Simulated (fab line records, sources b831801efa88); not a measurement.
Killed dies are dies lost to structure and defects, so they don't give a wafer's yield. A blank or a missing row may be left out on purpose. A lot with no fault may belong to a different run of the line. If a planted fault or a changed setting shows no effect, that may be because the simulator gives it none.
Which tool did it? | flow sky130 | 11 lots with 33 wafers sampled at 2 steps, on a route of 708 steps

WHAT THE GAUGES SHOWED, per wafer
SKY_METAL5_THK_MEAS_06: measures by xrf.
lot  | measured     | on            | METAL5_ALCU_THK (nm)
L133 | day 42 10:40 | film-metro-03 | 1156 1177 1165
L134 | day 43 11:26 | film-metro-03 | 1155 1170 1156
L138 | day 44 23:50 | film-metro-03 | 1149 1150 1138
L139 | day 45 02:46 | film-metro-04 | 1179 1190 1171
L142 | day 45 04:37 | film-metro-04 | 1156 1157 1151
L141 | day 45 07:10 | film-metro-04 | 1145 1141 1144
L146 | day 46 11:15 | film-metro-02 | 1143 1144 1154
L148 | day 46 20:11 | film-metro-03 | 1167 1166 1171
L151 | day 48 00:47 | film-metro-04 | 1163 1157 1170
L153 | day 48 10:28 | film-metro-02 | 1149 1150 1148
L155 | day 48 12:05 | film-metro-02 | 1156 1160 1162

EACH LOT AND THE TOOL THAT RAN IT (in order: tool; ch and the chambers of the sampled wafers; start)
lot  | SKY_LDD_LDN_STRIP_12
L133 | plasma-asher-02 ch 0,1, day 22 10:05
L134 | plasma-asher-03 ch 0,1, day 23 01:33
L138 | plasma-asher-02 ch 1, day 25 17:28
L139 | plasma-asher-02 ch 0,1, day 25 21:11
L142 | plasma-asher-02 ch 0,1, day 26 01:56
L141 | plasma-asher-03 ch 1, day 26 03:08
L146 | plasma-asher-02 ch 0,1, day 27 17:47
L148 | plasma-asher-03 ch 0,1, day 28 05:17
L151 | plasma-asher-02 ch 0,1, day 29 20:40
L153 | plasma-asher-03 ch 0,1, day 30 09:44
L155 | plasma-asher-02 ch 0,1, day 30 12:37
- SKY_LDD_LDN_STRIP_12: strips in O2/N2.

AS READ BY THE TOOLS THEMSELVES (means over the sampled wafers that have a number; for cases with no such wafer, the mark the record gives instead)
SKY_LDD_LDN_STRIP_12.
lot  | tool            | chamber-pressure-mTorr (mTorr) | drypump-motor-current-A (A) | oes-product-au (a.u.) | strip-time-to-endpoint-s (s)
L133 | plasma-asher-02 | 1500.2                         | 5.6                         | 0.714                 | 14.18
L134 | plasma-asher-03 | 1499.6                         | 5.9                         | 0.713                 | 14.21
L138 | plasma-asher-02 | 1499.3                         | 5.9                         | 0.714                 | 14.25
L139 | plasma-asher-02 | 1499.4                         | 5.6                         | 0.720                 | 14.17
L142 | plasma-asher-02 | 1500.7                         | 5.6                         | 0.718                 | 14.17
L141 | plasma-asher-03 | 1500.5                         | 5.8                         | 0.714                 | 14.22
L146 | plasma-asher-02 | 1501.3                         | 5.6                         | 0.716                 | 14.19
L148 | plasma-asher-03 | 1500.8                         | 5.9                         | 0.718                 | 14.22
L151 | plasma-asher-02 | 1500.1                         | 5.4                         | 0.712                 | 14.15
L153 | plasma-asher-03 | 1497.5                         | 6.1                         | 0.715                 | 14.23
L155 | plasma-asher-02 | 1500.6                         | 5.6                         | 0.715                 | 14.21

THE ANSWER, worked out from the rows above alone
Rule: the lots themselves supply what counts as usual. The widest of any qualifying gaps counts: lots, ordered by their means at a reading, are off when they make up no more than a third of the lots, leave a main group of 4 or more, and stand apart from it by 3 or more times the standard deviation of that group's means. The tables above print the reading to a certain number of digits; a main group whose means all agree to those digits is not used. A lot without any number at a reading at which 4 lots or more have one is off too. The other lots that the step has rows for count as sound. After the gauges, taken in route order, come the tools' own readings; for these a lot's mean is taken, as printed above. The first step at which some lot is off is used, and at that step the reading that is off furthest; a lot without a number counts as furthest.
No lot is off at any reading shown: from this, nothing can be told.

WHAT HAD BEEN PUT IN BY THE SIMULATOR
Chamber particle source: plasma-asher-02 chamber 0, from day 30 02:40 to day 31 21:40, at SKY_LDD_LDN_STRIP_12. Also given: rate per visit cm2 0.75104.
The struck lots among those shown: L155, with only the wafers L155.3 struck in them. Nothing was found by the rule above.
